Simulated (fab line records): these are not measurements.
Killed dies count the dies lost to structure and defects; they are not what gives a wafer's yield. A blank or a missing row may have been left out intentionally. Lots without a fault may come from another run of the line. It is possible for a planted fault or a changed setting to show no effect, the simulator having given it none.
8D (eight disciplines) problem report, filled in by code || flow sky130 || the parts of the form that need people (team, actions taken, sign-off) are left out

== 1. WHAT WENT WRONG ==
At SKY_VIA2_ETCH_14, rf fwd power W averages 575.8 W over 6 wafers from 2 lots, while fault-free wafers read 495.1 W, standard deviation 1.7. That is +47 standard deviations from the usual mean.
The step: etches BARC in N2/H2, stops on SiO2, time 45.9 s, target depth 60 nm.
Seen first at day 42 01:17 on rie diel-01, wafer L408.1. The record holds 36 wafers of 12 lots with a number at this step. Rule for "out" (also "out of limits"): further than 4 standard deviations from the usual mean. Any other wafer with a number is counted as sound.

== 2. WHAT IT IS AND WHAT IT IS NOT ==
{"question": "which readings at this step", "is": "rf fwd power W", "is not": "drypump motor current A, h2 flow sccm, n2 flow sccm, throttle valve pct"}
{"question": "which lots", "is": "L408, L410", "is not": "L393, L394, L396, L397, L399, L400, L401, L402, L407, L413"}
{"question": "which wafers of those lots", "is": "all that have a number", "is not": "-"}
{"question": "read on which tools", "is": "rie diel-01", "is not": "rie diel-02, rie diel-03"}
{"question": "when", "is": "from day 42 01:17", "is not": "up to then (27 sound wafers); but 3 sound wafers of L413 came after"}

== 3. THE SUSPECTS, EACH WITH WHAT RULES IT OUT ==
Counting: a tool stays on the suspect list if, at a process step up to the reading, it processed all lots that are out and no sound lot following the first of them.
- rie diel-01 at SKY_VIA2_ETCH_14 (etches BARC in N2/H2, stops on SiO2, time 45.9 s, target depth 60 nm): kept. It processed each lot that is out, first L408 at day 42 01:17, and no sound lot thereafter; up to then, the last sound lot it processed was L399 at day 39 12:36. On those wafers its own readings are out: rf fwd power W.
Remaining after the count: rie diel-01 at SKY_VIA2_ETCH_14.

== 4. THE CAUSE (what the simulator had put in) ==
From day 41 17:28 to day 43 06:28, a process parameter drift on rie diel-01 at SKY_VIA2_ETCH_14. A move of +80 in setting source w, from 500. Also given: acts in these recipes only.
Only this tool survived the counting.

== 5. THE CHAIN OF EFFECTS, in route order ==
Each row: a reading whose mean over the struck wafers that have a number lies more than 3 standard deviations from the usual. Readings are gone through only where the record gives a usual standard deviation; hours: the median, over the lots, of the time from a lot's start at the first step in this table giving one to that lot's start at this step; sigmas: the change measured in usual standard deviations.
{"hours": 0, "step": "SKY_VIA2_ETCH_14", "reading": "rf fwd power W", "usual": "495.1 W", "on struck wafers": 575.8, "change": "+80.6", "sigmas": "+47"}
Here are the process steps it includes:
- SKY_VIA2_ETCH_14: etches BARC in N2/H2, stops on SiO2, time 45.9 s, target depth 60 nm.

== 6. WHAT WOULD HAVE CAUGHT IT SOONER ==
First out-of-limits reading in this record: day 42 01:17, which is 8 hours after fault onset at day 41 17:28.
